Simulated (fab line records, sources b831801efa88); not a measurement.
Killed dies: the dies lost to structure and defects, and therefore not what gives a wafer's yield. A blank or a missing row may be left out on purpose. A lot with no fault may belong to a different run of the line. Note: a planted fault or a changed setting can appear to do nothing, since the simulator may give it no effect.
A single fault, viewed from 2 desks + flow gf180mcu + each desk holds nothing but its own numbers, with what lay behind them at the end

## FOR THE TOOL OWNER'S DESK: cmp-01
The tool's own readings at GF_V5_CMP_04 (polishes SiO2): means of the sampled wafers that have a number, for each lot that ran on this tool. A lot is out of limits, marked OUT, if its mean lies more than 4 standard deviations from the usual mean; the brackets give that distance.
Columns: A = motor-current-A at GF_V5_CMP_04, usual 12.1 A
| lot  | first seen here | A    |
|------|-----------------|------|
| L680 | day 27 02:59    | 12.1 |
| L687 | day 29 12:56    | 12.5 |
| L698 | day 32 08:22    | 12.5 |
| L700 | day 32 17:55    | 12.6 |
Finding of this desk: none of the 4 lots has anything out of limits.

## AT THE METROLOGY DESK
Means of the sampled wafers that have a number, per lot and without regard to the tool the lot ran on: this is what the gauges read. A lot is out of limits, marked OUT, if its mean lies more than 4 standard deviations from the usual mean; the brackets give that distance.
Columns: A = V5_BOW at GF_V5_BOW_MEAS_05, usual 132 um; B = V5_OVL at GF_V5_OVL_MEAS_15, usual -4 nm; C = V5_W_RS at GF_V5_RS_MEAS_24, usual 0.326 ohm/sq
| lot  | first seen here | A   | B   | C     |
|------|-----------------|-----|-----|-------|
| L678 | day 26 17:53    | 121 | -7  | 0.328 |
| L679 | day 26 20:39    | 117 | -19 | 0.325 |
| L680 | day 27 03:17    | 135 | 3   | 0.327 |
| L681 | day 27 15:04    | 137 | -4  | 0.331 |
| L682 | day 28 01:43    | 140 | -2  | 0.333 |
| L687 | day 29 13:08    | 130 | -6  | 0.324 |
| L688 | day 29 16:34    | 124 | -2  | 0.326 |
| L693 | day 31 07:41    | 127 | -10 | 0.328 |
| L694 | day 31 08:44    | 142 | 2   | 0.326 |
| L697 | day 32 04:35    | 135 | 0   | 0.326 |
| L698 | day 32 08:40    | 135 | -3  | 0.322 |
| L699 | day 32 12:11    | 132 | -12 | 0.324 |
| L700 | day 32 18:11    | 126 | -11 | 0.324 |
Finding of this desk: none of the 13 lots has anything out of limits.

## BROUGHT TOGETHER
The desk of the tool owner found nothing out of limits.
Metrology desk: nothing out of limits seen.

## WHAT WAS PUT IN BY THE SIMULATOR
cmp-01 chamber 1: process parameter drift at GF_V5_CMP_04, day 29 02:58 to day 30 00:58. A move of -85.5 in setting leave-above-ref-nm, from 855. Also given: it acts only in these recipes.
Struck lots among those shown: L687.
